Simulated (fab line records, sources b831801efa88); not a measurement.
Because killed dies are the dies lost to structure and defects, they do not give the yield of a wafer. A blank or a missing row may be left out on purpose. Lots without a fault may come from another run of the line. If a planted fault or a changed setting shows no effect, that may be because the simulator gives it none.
Problem report, 8D (eight disciplines) form, completed by code -- flow gf180mcu -- the parts of the form that need people (team, actions taken, sign-off) are left out

## 1. WHAT IS WRONG
Mean of developerTempC at GF_DNWELL_DEVELOP_06: 22.14 C across 9 wafers in 3 lots; on wafers with no fault it is 23.03 C (standard deviation 0.1). That is -8.9 standard deviations from the usual mean.
The step: develop time 60 s.
First seen on wafer L129.1, day 5 09:00, on lithoTrack-03. The record has a number at this step for 39 wafers belonging to 13 lots. The rule behind "out" and "out of limits": a value lying over 4 standard deviations away from the usual mean. All remaining wafers that have a number are taken as sound.

## 2. WHAT IT IS, WHAT IT ISN'T
question,is,is not
which readings at this step,developerTempC,resistLineTempC
which lots,"L129, L131, L132","L117, L118, L119, L120, L121, L122, L123, L124, L137, L140"
which wafers of those lots,all that have a number,-
read on which tools,lithoTrack-03,"lithoTrack-01, lithoTrack-04"
when,from day 5 09:00,"up to then (24 sound wafers); but 6 sound wafers of L137, L140 came after"

## 3. WHAT RULES OUT EACH SUSPECT
Counting: a tool at a process step up to the reading stays a suspect if it ran every lot that is out and no sound lot after the first of them.
- lithoTrack-03 at GF_DNWELL_DEVELOP_06 (develop time 60 s): kept. It processed each lot that is out, first L129 at day 5 09:00, and no sound lot thereafter; up to then, the last sound lot it processed was L124 at day 4 06:00. Its own developerTempC readings are out on those wafers.
The count leaves lithoTrack-03 at GF_DNWELL_DEVELOP_06.

## 4. THE CAUSE (what the simulator had put in)
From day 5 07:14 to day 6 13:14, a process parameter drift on lithoTrack-03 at GF_DNWELL_DEVELOP_06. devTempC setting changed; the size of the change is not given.
Only this tool survived the counting.

## 5. THE CHAIN OF EFFECTS, in route order
Each row: a reading whose mean over the struck wafers that have a number lies more than 3 standard deviations from the usual. Scope: only readings with a usual standard deviation given in the record; hours: median across lots of the time from each lot's start at the first step in this table that gives one to its start at this step; sigmas: change in usual standard deviations.
hours,step,reading,usual,on struck wafers,change,sigmas
0,GF_DNWELL_DEVELOP_06,developerTempC,23.03 C,22.14,-0.89,-8.9
Process steps it contains:
- GF_DNWELL_DEVELOP_06: develop time 60 s.
Later steps that measure or inspect, where all struck wafers having a row at the step show a number for every such reading and not one has moved that far: GF_VT_IMPLANT_OVL_MEAS_07, GF_HV_LDD_CD_MEAS_19.

## 6. WHAT WOULD HAVE CAUGHT IT SOONER
In this record no reading fell out of limits until day 5 09:00, 2 hours after the fault had begun at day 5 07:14.
